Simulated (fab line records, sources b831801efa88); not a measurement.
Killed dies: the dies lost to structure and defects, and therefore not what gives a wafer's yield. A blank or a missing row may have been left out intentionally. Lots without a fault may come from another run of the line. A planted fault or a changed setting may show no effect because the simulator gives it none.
A struck lot beside a sound one    flow sky130    14 steps out of a route of 708
Sound: the wafers L181.1, L181.2, L181.6. The struck wafers were L193.1, L193.3, L193.5. At the end, the cause is stated.
At each step with rows: each side's tool, then ch and its chambers, then its first start. Under that, the readings that differ: sound wafers    struck wafers    difference of the means    sigmas: that difference in standard deviations of wafers without a fault.
alike: words and numbers the same on both sides, and readings whose means are apart by under 2 such deviations; not compared: readings that were withheld, readings missing a value for some wafer, numbers with overlapping values and no deviation given by the record, and bounds like >300 which may hide the same value.
The two part at a step that has a row with sigmas, a row that says differs or no value, or rows on one side only. Non-overlapping numbers with no deviation appear without sigmas and do not part them. Lack of a reading on every wafer of one side parts them only where that side has two or more wafers.

SKY_NWELL_OVL_MEAS_23:
  sound on overlay-02, day 5 13:41; struck on overlay-02, day 8 19:58
  alike: NWELL_01_OVL
then, 1 step without rows for these wafers: SKY_NWELL_IMPLANT_24.
SKY_NWELL_STRIP_25: strips in O2/N2.
  sound on plasma_asher-02 ch 0,1, day 5 13:52; struck on plasma_asher-03 ch 1, day 8 20:09
  alike: chamber_pressure_mTorr, drypump_motor_current_A, oes_product_au, strip_time_to_endpoint_s
  not compared: rf_hours_counter_h
SKY_NWELL_TW_MEAS_26:
  sound on film_metro-04, day 5 13:58; struck on film_metro-04, day 8 20:15
  alike: NWELL_2_TW
then, 1 step without rows for these wafers: SKY_NWELL_CLEAN_27 (cleans in SC1/SC2, time 150 s).
SKY_NWELL_RTA_28: time 30 s.
  sound on rtp_anneal-02 ch 0, day 5 14:05; struck on rtp_anneal-02 ch 0, day 8 20:22
  alike: lamp_power_pct, wafer_temp_C_max
SKY_NWELL_RS_MEAS_29: measurement is done with a four-point probe.
  sound on film_metro-01, day 5 14:11; struck on film_metro-04, day 8 20:28
  alike: NWELL_RS
SKY_NWELL_RS_MEAS_31: measurement is done with a four-point probe.
  sound on film_metro-01, day 5 14:26; struck on film_metro-04, day 8 20:42
  alike: PWDE_RS
then, 3 steps without rows for these wafers: SKY_VT_ADJUST_HVTP_DEHYDRATE_00 (time 60 s); SKY_VT_ADJUST_HVTP_HMDS_01 (prime time 60 s); SKY_VT_ADJUST_HVTP_COAT_02 (resist thk 1140 nm).
SKY_VT_ADJUST_HVTP_SOFTBAKE_03: time 60 s.
  sound on litho_track-03 ch 0, day 5 22:43; struck on litho_track-04 ch 0, day 9 07:50
reading                   sound              struck             difference  sigmas
heater_power_total_W (W)  56.65 56.66 56.67  58.90 58.94 58.95  +2.27       +49
run_length_s (s)          89.07 88.96 88.97  82.27 82.61 82.29  -6.61       -51
  alike: resist_line_temp_C
then, 1 step without rows for these wafers: SKY_VT_ADJUST_HVTP_EXPOSE_04 (exposes mask HVTPM, target cd 380 nm).
-- a jump in the record: the struck wafers' starts before and after are 40 days apart (it breaks off in module VT_ADJUST_HVTP and resumes in module PAD_OPEN, where the first step shown is number 708 of the route) --
SKY_PAD_OPEN_PROBE_99:
  sound on prober-02, day 46 17:18; struck on prober-02, day 49 02:29
  alike: killed_at_M0_to_M3, killed_at_M4_up, killed_at_contacts, killed_at_front_end, killed_at_other, killed_dies, killed_open, killed_short

== WHERE THEY PART ==
SKY_VT_ADJUST_HVTP_SOFTBAKE_03 only, going by this record. Later steps at which nothing parts them and some readings are alike: SKY_PAD_OPEN_PROBE_99.

WHY: whatever the simulator had introduced
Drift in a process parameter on litho_track-04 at SKY_VT_ADJUST_HVTP_SOFTBAKE_03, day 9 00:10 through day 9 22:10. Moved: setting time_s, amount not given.
